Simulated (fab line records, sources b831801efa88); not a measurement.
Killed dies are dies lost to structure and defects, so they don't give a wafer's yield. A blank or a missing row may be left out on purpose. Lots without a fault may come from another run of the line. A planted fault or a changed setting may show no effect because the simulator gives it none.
Tool commonality check | flow gf180mcu | 13 lots, 39 wafers sampled

WHY IT WAS OPENED
At GF_NSD_OVL_MEAS_08 the reading NSD_OVL is flagged on 4 of 13 lots. Wafers without a fault read -1.0 nm, standard deviation 1.5.
Rule: a lot is flagged when every wafer of it that has a number lies more than 4 standard deviations from that mean, or none has a number. The other lots count as sound.

lot  | measured     | on         | NSD_OVL (nm), wafer by wafer | flag
L878 | day 13 02:32 | overlay-02 | -1.2 0.9 -0.4                |
L879 | day 13 19:07 | overlay-02 | 3.1 2.3 1.8                  |
L881 | day 14 06:50 | overlay-02 | -3.0 -3.4 -1.3               |
L882 | day 15 00:05 | overlay-02 | -1.2 -0.4 -0.5               |
L886 | day 16 05:00 | overlay-01 | -1.9 -3.2 -1.3               |
L889 | day 17 07:36 | overlay-01 | 0.8 -1.1 0.1                 |
L890 | day 17 14:28 | overlay-02 | -85.1 -86.0 -84.9            | FLAGGED
L891 | day 17 19:41 | overlay-02 | -84.3 -84.8 -84.6            | FLAGGED
L892 | day 18 11:26 | overlay-02 | -86.2 -84.5 -85.1            | FLAGGED
L896 | day 19 15:41 | overlay-02 | -85.0 -84.7 -84.3            | FLAGGED
L898 | day 20 06:51 | overlay-02 | -2.5 -1.6 -2.4               |
L900 | day 20 18:32 | overlay-02 | -1.9 -2.3 -2.2               |
L901 | day 21 04:30 | overlay-02 | -2.1 -2.3 -2.7               |
The numbers of the flagged lots are -85.0 nm on average: -84.0 nm against the usual, or -56 standard deviations.

WHICH TOOL RAN EACH LOT
The record holds 1 process step before the reading, out of a route of 602 steps. In each cell: the tool, then ch and the chambers that the sampled wafers went through, then the start.
lot  | flag    | GF_NSD_EXPOSE_04
L878 |         | iline_stepper-02 ch 0, day 12 17:24
L879 |         | iline_stepper-02 ch 0, day 13 09:31
L881 |         | iline_stepper-01 ch 0, day 13 20:39
L882 |         | iline_stepper-02 ch 0, day 14 13:58
L886 |         | iline_stepper-01 ch 0, day 15 18:05
L889 |         | iline_stepper-02 ch 0, day 16 20:03
L890 | FLAGGED | iline_stepper-02 ch 0, day 17 03:14
L891 | FLAGGED | iline_stepper-02 ch 0, day 17 07:32
L892 | FLAGGED | iline_stepper-02 ch 0, day 17 23:38
L896 | FLAGGED | iline_stepper-02 ch 0, day 19 04:05
L898 |         | iline_stepper-01 ch 0, day 19 18:31
L900 |         | iline_stepper-01 ch 0, day 20 06:54
L901 |         | iline_stepper-01 ch 0, day 20 16:28
What these steps do:
- GF_NSD_EXPOSE_04: exposes mask Nplus, target cd 400 nm.
- GF_NSD_OVL_MEAS_08

FLAGGED OVER TOTAL, TOOL BY TOOL (the gauges that took the reading come last)
step               | tool             | lots run | flagged | share of the flagged lots | sound lots run after its first flagged lot
GF_NSD_EXPOSE_04   | iline_stepper-01 | 5        | 0       | none                      | -
GF_NSD_EXPOSE_04   | iline_stepper-02 | 8        | 4       | all                       | 0
GF_NSD_OVL_MEAS_08 | overlay-01       | 2        | 0       | none                      | -
GF_NSD_OVL_MEAS_08 | overlay-02       | 11       | 4       | all                       | 3 (L898,L900,L901)

WHAT THE TABLE ALLOWS
2 rows of the table ran every flagged lot: iline_stepper-02 at GF_NSD_EXPOSE_04, overlay-02 at GF_NSD_OVL_MEAS_08.
- iline_stepper-02 at GF_NSD_EXPOSE_04: 4 of its 8 lots flagged. Its last sound lot is L889 (day 16 20:03), its first flagged lot L890 (day 17 03:14): a fault that began between those two fits.
- overlay-02 at GF_NSD_OVL_MEAS_08: 4 of its 11 lots flagged. Sound lots ran on it after the first flagged one (L898, L900, L901), which a lasting fault on the whole tool wouldn't allow.
One tool is left: iline_stepper-02 at GF_NSD_EXPOSE_04.

WHAT THE SIMULATOR HAD PUT IN
Scanner matching overlay: iline_stepper-02, from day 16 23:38 on, at GF_NSD_EXPOSE_04. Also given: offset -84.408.
Lots struck among those shown: L890, L891, L892, L896. The rule above found the same.
